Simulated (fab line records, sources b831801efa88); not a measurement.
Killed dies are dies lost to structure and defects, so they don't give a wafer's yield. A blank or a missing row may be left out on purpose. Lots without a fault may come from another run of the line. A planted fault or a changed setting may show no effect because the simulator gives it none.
One fault seen from 2 desks | flow sfq_line | each desk has only its own numbers; what lay behind them comes last

THE TOOL OWNER'S DESK: cmp-02
The tool's own readings at SFQ_TRILAYER_I0_CMP_CMP_028 (polishes SiO2): means of the sampled wafers that have a number, for each lot that ran on this tool. A lot is out of limits, marked OUT, if its mean lies more than 4 standard deviations from the usual mean; the brackets give that distance.
Columns: A = motor_current_A at SFQ_TRILAYER_I0_CMP_CMP_028, usual 10.1 A; B = platen_rpm at SFQ_TRILAYER_I0_CMP_CMP_028, usual 60.00 rpm; C = time_to_endpoint_s at SFQ_TRILAYER_I0_CMP_CMP_028, usual 217 s
lot  | first seen here | A    | B               | C
L269 | day 12 17:39    | 9.6  | 59.96           | 215
L270 | day 13 13:35    | 8.7  | 60.00           | 222
L272 | day 13 22:35    | 10.5 | 60.00           | 219
L273 | day 14 08:35    | 10.1 | 60.00           | 214
L274 | day 14 13:35    | 10.9 | 60.00           | 217
L279 | day 16 01:11    | 10.7 | 60.01           | 220
L282 | day 17 06:41    | 8.9  | 60.00           | 228
L285 | day 18 15:10    | 10.4 | 62.03 (+50) OUT | 205
L286 | day 18 21:10    | 10.7 | 61.98 (+48) OUT | 206
This desk's finding: out of limits on L285, L286; first on L285, day 18 15:10 (platen_rpm at SFQ_TRILAYER_I0_CMP_CMP_028). In limits: L269, L270, L272, L273, L274, L279, L282.

THE METROLOGY DESK
What the gauges read, lot by lot, whatever tool the lot ran on: means of the sampled wafers that have a number. A lot is out of limits, marked OUT, if its mean lies more than 4 standard deviations from the usual mean; the brackets give that distance.
Columns: A = INCOMING_BOW at SFQ_INCOMING_BOW_MEAS_900, usual 0 um; B = M8_BOW at SFQ_M8_BOW_MEAS_951, usual 6 um
lot  | first seen here | A  | B
L268 | day 1 10:04     | 0  | 20
L269 | day 1 15:02     | 3  | 7
L270 | day 1 20:02     | -3 | -1
L272 | day 2 06:02     | -2 | -1
L273 | day 2 11:01     | -1 | 10
L274 | day 2 16:00     | 6  | 14
L276 | day 3 02:01     | 2  | 0
L277 | day 3 07:00     | 4  | 6
L279 | day 3 17:00     | 6  | 22
L280 | day 3 22:02     | 5  | 26
L281 | day 4 03:01     | 5  | 27
L282 | day 4 08:00     | 6  | 8
L285 | day 4 23:00     | 0  | 19
L286 | day 5 04:00     | 2  | -6
This desk's finding: nothing out of limits on any of the 14 lots.

PUT TOGETHER
The tool owner's desk could have raised an alarm at day 18 15:10, on L285, L286.
The metrology desk saw nothing out of limits.
The metrology desk has L285, L286 on record, within its limits.
Of the lots named, all ran SFQ_TRILAYER_I0_CMP_CMP_028 on cmp-02.

WHAT THE SIMULATOR HAD PUT IN
Process parameter drift: cmp-02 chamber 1, from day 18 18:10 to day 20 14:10, at SFQ_TRILAYER_I0_CMP_CMP_028. Setting platen_rpm, moved by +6, from 60. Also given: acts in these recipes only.
Lots struck among those shown: L285, L286.
